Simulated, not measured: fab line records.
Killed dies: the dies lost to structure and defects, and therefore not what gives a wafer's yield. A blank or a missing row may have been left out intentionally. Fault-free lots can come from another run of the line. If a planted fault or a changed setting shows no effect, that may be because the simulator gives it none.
Chamber matching ; flow sky130 ; 4 sister chambers for SKY_LI_CONTACT_ETCH_15 on rie diel-01
The step etches PSG in C4F8/O2/Ar, stops on Si, target depth 600 nm. 8 wafers are shown with their chamber, then 12 later ones without.

== WAFERS PAIRED WITH THEIR CHAMBERS ==
wafer;chamber;oes product au (a.u.)
L089.5;0;0.837
L091.6;3;0.834
L092.1;1;0.827
L092.2;3;0.827
L092.3;0;0.835
L092.4;2;0.836
L092.5;1;0.840
L092.6;2;0.830

== WAFERS WITHOUT THEIR CHAMBER ==
wafer;oes product au (a.u.)
L094.2;0.835
L094.3;0.835
L094.4;0.840
L095.1;0.832
L095.2;0.834
L095.5;0.839
L096.1;0.840
L096.2;0.834
L096.4;0.835
L097.3;0.845
L097.4;0.838
L097.5;0.834

== EACH ONE'S CHAMBER ==
wafer;from the rows above;in truth
L094.2;can't be placed: 0 or 1 or 2 or 3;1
L094.3;can't be placed: 0 or 1 or 2 or 3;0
L094.4;can't be placed: 0 or 1 or 2 or 3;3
L095.1;can't be placed: 2 or 1 or 3 or 0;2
L095.2;can't be placed: 1 or 2 or 0 or 3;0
L095.5;can't be placed: 0 or 1 or 2 or 3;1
L096.1;can't be placed: 0 or 1 or 2 or 3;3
L096.2;can't be placed: 1 or 2 or 0 or 3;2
L096.4;can't be placed: 0 or 1 or 2 or 3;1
L097.3;can't be placed: 0 or 1 or 2 or 3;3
L097.4;can't be placed: 0 or 1 or 2 or 3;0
L097.5;can't be placed: 1 or 2 or 0 or 3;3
0 of 12 placed correctly. Can't be placed from these rows: 12 (the true chamber is among the candidates in 12). 0 placed wrongly.
How it was worked out, from the rows above alone: a wafer's distance from a chamber is the root of the sum, over the readings, of the square of ((its reading less the chamber's mean) divided by the reading's scatter). The wafer belongs to the nearest chamber; if the next one is less than 2 further off, it can't be placed. Each chamber's mean is taken over the wafers shown for it. How the scatter is found: for the shown wafers, subtract from each reading the mean of its chamber, square and add these, divide the total by (wafers less chambers), then take the root.
